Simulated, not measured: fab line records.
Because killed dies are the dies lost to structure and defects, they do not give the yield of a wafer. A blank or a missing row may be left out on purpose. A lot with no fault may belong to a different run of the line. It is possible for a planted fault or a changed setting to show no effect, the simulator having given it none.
A lot that was struck, set against a sound lot | flow gf180mcu | 15 out of 602 route steps
Sound: these wafers, L510.2, L510.4, L510.5. Struck: wafer L518.6. (L518.4, L518.5 of the same lot were not struck and are left out.) The cause comes at the end.
Each step with rows lists, per side, the tool, then ch with its chambers, then its first start. Under that, the readings that differ: sound wafers | struck wafers | difference of the means | sigmas: that difference in standard deviations of wafers without a fault.
alike: readings whose means differ by less than 2 such deviations, and words and numbers that are the same on both sides. not compared: withheld readings, readings that some wafer has no value for, bounds like >300 that may hide the same value, and numbers for which the record gives no deviation and whose values overlap.
A row with sigmas, a row that says differs or no value, or rows on one side alone: a step with any of these is where the two part. Numbers that have no deviation but don't overlap get no sigmas and don't part them. A reading that every wafer of one side lacks parts them only if that side has two wafers or more.

first, 3 steps without rows for these wafers: GF_CONTACT_CLEAN_19 (cleans in SPM); GF_CONTACT_CLEAN_20 (cleans in DIW); GF_CONTACT_CLEAN_21 (cleans in dHF, time 20 s).
GF_CONTACT_SPUTTER_22: material Ti, target thk 15 nm, time 80.02 s.
  sound on pvdSputter-04, day 17 03:32; struck on pvdSputter-02, day 19 22:47
  alike: throttleValvePct
GF_CONTACT_SPUTTER_23: material TiN, target thk 10 nm, time 40 s.
  sound on pvdSputter-04, day 17 03:35; struck on pvdSputter-02, day 19 22:51
  alike: throttleValvePct
then, 1 step without rows for these wafers: GF_CONTACT_CVD_24 (deposits W, target thk 300 nm, time 90.339 s).
GF_CONTACT_RS_MEAS_25: a four-point-probe measurement.
  sound on filmMetro-04, day 17 03:45; struck on filmMetro-01, day 19 23:03
  alike: CONTACT_W_RS
GF_CONTACT_THK_MEAS_26: measures by xrf.
  sound on filmMetro-04, day 17 03:52; struck on filmMetro-01, day 19 23:08
  alike: CONTACT_W_THK
GF_CONTACT_CMP_27: polishes, stops on SiO2, t overpolish 15 s, target thk 0 nm.
  sound on cmp-01 ch 0,3, day 17 03:55; struck on cmp-01 ch 3, day 19 23:16
  alike: motorCurrentA, overpolishRunS, slurryFlowMlMin, timeToEndpointS
GF_M1_SPUTTER_00: material Ti, target thk 37.5 nm, time 150 s.
  sound on pvdSputter-03, day 17 04:13; struck on pvdSputter-01, day 19 23:28
  alike: throttleValvePct
then, 1 step without rows for these wafers: GF_M1_SPUTTER_01 (material TiN, target thk 30 nm, time 25 s).
GF_M1_SPUTTER_02: material AlCu, target thk 450 nm, time 23.9 s.
  sound on pvdSputter-03, day 17 04:20; struck on pvdSputter-01, day 19 23:36
  alike: throttleValvePct
GF_M1_SPUTTER_03: material Ti, target thk 10 nm, time 6.7 s.
  sound on pvdSputter-03, day 17 04:22; struck on pvdSputter-01, day 19 23:38
reading                              | sound             | struck | difference | sigmas
model.Ti_of_M1_SPUTTER_03.thkNm (nm) | 10.09 10.07 10.05 | 13.88  | +3.81      | 
  alike: throttleValvePct
then, 1 step without rows for these wafers: GF_M1_SPUTTER_04 (material TiN, target thk 50 nm, time 41.7 s).
-- the record jumps here: 12 days lie between the struck wafers' starts before and after (it left off in module M1 and takes up again in module PASSIVATION, whose first step shown is number 602 of the route) --
GF_PASSIVATION_PROBE_99:
  the record has rows for the struck wafers here (prober-02, day 32 01:19) and none for the sound ones

## WHERE THEY PART
Only at GF_PASSIVATION_PROBE_99, within this record.

WHY: what had been put in by the simulator
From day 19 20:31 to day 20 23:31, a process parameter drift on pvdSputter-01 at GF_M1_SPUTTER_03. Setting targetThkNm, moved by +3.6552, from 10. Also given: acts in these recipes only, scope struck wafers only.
